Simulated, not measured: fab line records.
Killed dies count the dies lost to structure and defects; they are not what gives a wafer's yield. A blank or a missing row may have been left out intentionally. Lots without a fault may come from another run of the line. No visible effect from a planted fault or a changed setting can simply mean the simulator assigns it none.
fab line records -- flow gf180mcu
record: lots: 6, wafers: 18, last-day: 34
route steps=602 shown STI@18
lots untouched by any fault: they come from a run of this same line in which no faults occurred
start-h: hours from the record's opening day to when the first of the lot's shown wafers began -- wait-h: hours since the lot's step before -- " unchanged from the row above -- L1.1+2: a single row standing in for several wafers -- - no value present, or no start provided -- * or withheld: withheld -- < > ~ a bound
route shown NAME@n: a module of which the file shows steps, and the number in the route of the first -- usual: mean/standard deviation of fault-free wafers -- same: alike in all rows -- chamber/n: place in a boat -- sites: the reading at each site -- _std_site: their standard deviation -- _edge_site: the outer-site mean with the inner-site mean subtracted -- radius-mm: how far each site lies from the wafer's centre -- mask NAME#n: copy n -- behind: the most recent tool/chamber to have shaped the wafer -- hold: why the lot went on hold/how many hours it stayed there/how the hold came to an end -- device: transistor that didn't switch, given as n, p or np -- end of line: the tests these same wafers got at the end of their route -- a step with no rows: only its recipe -- killed: dies lost to structure and defects at the first sort, not the wafer's yield -- map: per-die view of a wafer (x killed, . not killed, _ where there is no die)
set.NAME: setting as actually run; set.NAME@STEP: the setting as run at that earlier step -- model.NAME: the simulator's own value behind a step, which no gauge read
certain route steps with their lots: each step a table, each wafer a row
services: the hour from which a tool's chamber was out of use, counted from the record's first day as start-h (under 0 if before that day), plus the number of hours and why
== steps ==
step: GF_STI_WET_ETCH_17
recipe: chemistry: H3PO4, target-depth-nm: 45, temp-c: 160, target: Si3N4, time-s: 514
step: GF_STI_CLEAN_18
recipe: chemistry: SC1/SC2, mix: 1:4:20, temp-c: 70, time-s: 150
step: GF_STI_CLEAN_19
recipe: chemistry: dHF, time-s: 20, dilution: 100:1
step: GF_STI_WET_ETCH_20
recipe: chemistry: dHF, dilution: 100:1, target-depth-nm: 20, temp-c: 25, dry: ipa-marangoni, target: SiO2, time-s: 400
step: GF_STI_OXIDATION_21
recipe: temp-c: 1000, ambient: O2, stabilise-s: 600, purge-s: 300, target-thk-a: 150, ox-time-s: 458
step: GF_STI_THK_MEAS_22
recipe: reads: SiO2_of_STI_OXIDATION_21
usual: STI_OXIDATION_01_THK: 14.89/0.28
lot.wafer,tool,chamber,start-h,wait-h,STI_OXIDATION_01_THK[nm]
L500.3,film-metro-01,-,74.52,0.0,15.03
L500.4,film-metro-01,-,74.52,0.0,15.03
L500.5,film-metro-01,-,74.52,0.0,14.93
L501.3,film-metro-04,-,83.14,0.0,15.12
L501.4,film-metro-04,-,83.14,0.0,15.05
L501.5,film-metro-04,-,83.14,0.0,14.95
L508.4,film-metro-04,-,114.47,0.0,14.70
L508.5,film-metro-04,-,114.47,0.0,15.17
L508.6,film-metro-04,-,114.47,0.0,14.91
L512.2,film-metro-04,-,135.65,0.0,14.76
L512.4,film-metro-04,-,135.65,0.0,14.70
L512.6,film-metro-04,-,135.65,0.0,14.43
L513.1,film-metro-04,-,141.13,0.0,14.89
L513.4,film-metro-04,-,141.13,0.0,14.95
L513.5,film-metro-04,-,141.13,0.0,14.95
L514.1,film-metro-01,-,146.30,0.0,15.14
L514.2,film-metro-01,-,146.30,0.0,15.01
L514.5,film-metro-01,-,146.30,0.0,14.83
step: GF_STI_CVD_23
recipe: material: SiO2, target-thk-nm: 650, sigma-open-frac: 0.3, time-s: 108.3, temp-c: 600, sih4-flow-sccm: 60, pressure-mtorr: 6
step: GF_STI_THK_MEAS_24
recipe: reads: SiO2_of_STI_CVD_23
usual: STI_CVD_23_THK: 649/7.7
lot.wafer,tool,chamber,start-h,wait-h,STI_CVD_23_THK[nm]
L500.3,film-metro-03,-,74.66,0.1,646
L500.4,film-metro-03,-,74.66,0.1,640
L500.5,film-metro-03,-,74.66,0.1,645
L501.3,film-metro-01,-,83.27,0.1,639
L501.4,film-metro-01,-,83.27,0.1,647
L501.5,film-metro-01,-,83.27,0.1,651
L508.4,film-metro-03,-,114.61,0.0,652
L508.5,film-metro-03,-,114.61,0.0,647
L508.6,film-metro-03,-,114.61,0.0,654
L512.2,film-metro-01,-,135.79,0.0,663
L512.4,film-metro-01,-,135.79,0.0,667
L512.6,film-metro-01,-,135.79,0.0,670
L513.1,film-metro-03,-,141.27,0.0,645
L513.4,film-metro-03,-,141.27,0.0,646
L513.5,film-metro-03,-,141.27,0.0,646
L514.1,film-metro-01,-,146.43,0.0,659
L514.2,film-metro-01,-,146.43,0.0,653
L514.5,film-metro-01,-,146.43,0.0,646
step: GF_STI_CMP_25
recipe: stop-on: Si3N4, t-overpolish-s: 33, down-force-psi: 4, platen-rpm: 60, target-thk-nm: 524.6, pad-velocity-m-s: 0.94248
usual: motor-current-A: 12.0/1.2, overpolish-run-s: 32.999/0.0091, time-to-endpoint-s: 120/4.4
lot.wafer,tool,chamber,start-h,wait-h,motor-current-A,overpolish-run-s,time-to-endpoint-s
L500.4,cmp-02,2,74.70,0.0,12.4,33.010,120
L500.3,cmp-02,0,74.70,0.0,11.4,33.004,115
L500.5,cmp-02,3,74.70,0.0,10.9,32.997,118
L501.4,cmp-01,1,83.31,0.0,9.5,32.992,129
L501.3,cmp-01,3,83.31,0.0,12.8,32.985,118
L501.5,cmp-01,2,83.31,0.0,12.4,32.995,121
L508.4,cmp-02,0,114.64,0.0,11.4,33.001,115
L508.5,cmp-02,0,114.64,0.0,11.8,33.010,112
L508.6,cmp-02,1,114.64,0.0,11.4,33.007,117
L512.2,cmp-02,2,135.94,0.1,12.6,33.009,124
L512.4,cmp-02,3,135.94,0.1,10.9,32.995,125
L512.6,cmp-02,1,135.94,0.1,12.4,32.993,124
L513.1,cmp-01,1,141.38,0.1,9.9,33.013,123
L513.4,cmp-01,2,141.38,0.1,12.2,33.008,113
L513.5,cmp-01,1,141.38,0.1,10.0,32.994,125
L514.1,cmp-02,3,146.59,0.1,10.7,32.998,131
L514.2,cmp-02,0,146.59,0.1,12.2,33.001,120
L514.5,cmp-02,1,146.59,0.1,12.0,32.988,123
step: GF_STI_WET_ETCH_26
recipe: chemistry: dHF, target-depth-nm: 94, target: SiO2, temp-c: 25, dilution: 10:1, time-s: 188
step: GF_STI_WET_ETCH_27
recipe: chemistry: H3PO4, target-depth-nm: 160, target: Si3N4, temp-c: 160, time-s: 1825
step: GF_STI_WET_ETCH_28
recipe: chemistry: dHF, target-depth-nm: 20, dry: ipa-marangoni, target: SiO2, temp-c: 25, dilution: 10:1, time-s: 40
step: GF_STI_OXIDATION_29
recipe: temp-c: 900, ambient: O2, stabilise-s: 600, purge-s: 300, target-thk-a: 100, ox-time-s: 1418
usual: ox-temp-c: 899.9/0.43, ox-temp-c-max: 904.7/1, spike-tc-centre-C: 901.5/0.95, tube-center-temp-C: 900.01/0.078, zone-power-lower-pct: 15.9/0.7
lot.wafer,tool,chamber,start-h,wait-h,ox-temp-c,ox-temp-c-max,spike-tc-centre-C,tube-center-temp-C,zone-power-lower-pct
L500.3,furnace-02,-,75.72,0.0,-,-,-,-,-
L500.4,furnace-02,-,75.72,0.0,-,-,-,-,-
L500.5,furnace-02,-,75.72,0.0,-,-,-,-,-
L501.3,furnace-02,-,84.67,0.3,-,-,-,-,-
L501.4,furnace-02,-,84.67,0.3,-,-,-,-,-
L501.5,furnace-02,-,84.67,0.3,-,-,-,-,-
L508.4,furnace-01,0,115.93,0.4,899.5,904.4,902.5,900.01,16.6
L508.5,furnace-01,0,115.93,0.4,899.8,904.7,900.4,900,16.8
L508.6,furnace-01,0,115.93,0.4,899.6,904.3,901.7,900.03,16.7
L512.2,furnace-02,0,137.04,0.3,899.4,905.3,901.9,900.02,15.3
L512.4,furnace-02,0,137.04,0.3,899.7,904.9,901.4,899.91,15.3
L512.6,furnace-02,0,137.04,0.3,899.5,904.2,901.3,899.95,15.5
L513.1,furnace-02,0,142.22,0.0,899.4,903.4,901.1,900.09,15.1
L513.4,furnace-02,0,142.22,0.0,900.1,904.5,901.9,900,15.3
L513.5,furnace-02,0,142.22,0.0,899.6,904.3,901.4,899.95,15.5
L514.1,furnace-01,0,150.07,2.6,899.9,905.4,902.7,899.89,16.6
L514.2,furnace-01,0,150.07,2.6,900.1,906.1,901.8,900.01,16.8
L514.5,furnace-01,0,150.07,2.6,900.0,904.9,901.7,900.15,16.3
== services ==
tool,chamber,start-h,hours,kind
cmp-01,-,64.00,4.0,pm
cmp-01,-,68.00,-,consumable-replace:conditioner
cmp-01,-,68.00,-,consumable-replace:pad
furnace-01,-,81.51,1.7,pm
furnace-01,-,137.22,3.1,pm
furnace-02,-,146.30,4.3,pm
== key ==
first-sign: step: GF_STI_OXIDATION_29, reading: tool-record, direction: missing
effect none on later readings
met-at GF_STI_OXIDATION_29
struck-wafers L500.3,L500.4,L500.5,L501.3,L501.4,L501.5
later-rows-left-out L500.3,L500.4,L500.5,L501.3,L501.4,L501.5
sort-left-out L500.3,L500.4,L500.5,L501.3,L501.4,L501.5
tester-left-out L500,L501
fault: kind: skipped-step-whole, tool: furnace-02, chamber: -, onset-h: 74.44, steps: GF_STI_OXIDATION_29, scope: struck-lots-only
tester-left-out: of these lots the tester's yield and bins aren't shown, on N5 and GAA mostly nor the transistor test; their killed dies are dies lost to structure and defects alone, not to doping, threshold or leakage, so they don't give the yield
sort-left-out: the simulated sort isn't trusted on such a fault, so these wafers' sort isn't shown, and their yield isn't known
later-rows-left-out: the simulator's readings of these wafers behind a module that went badly wrong aren't trusted and aren't shown, but for the sort
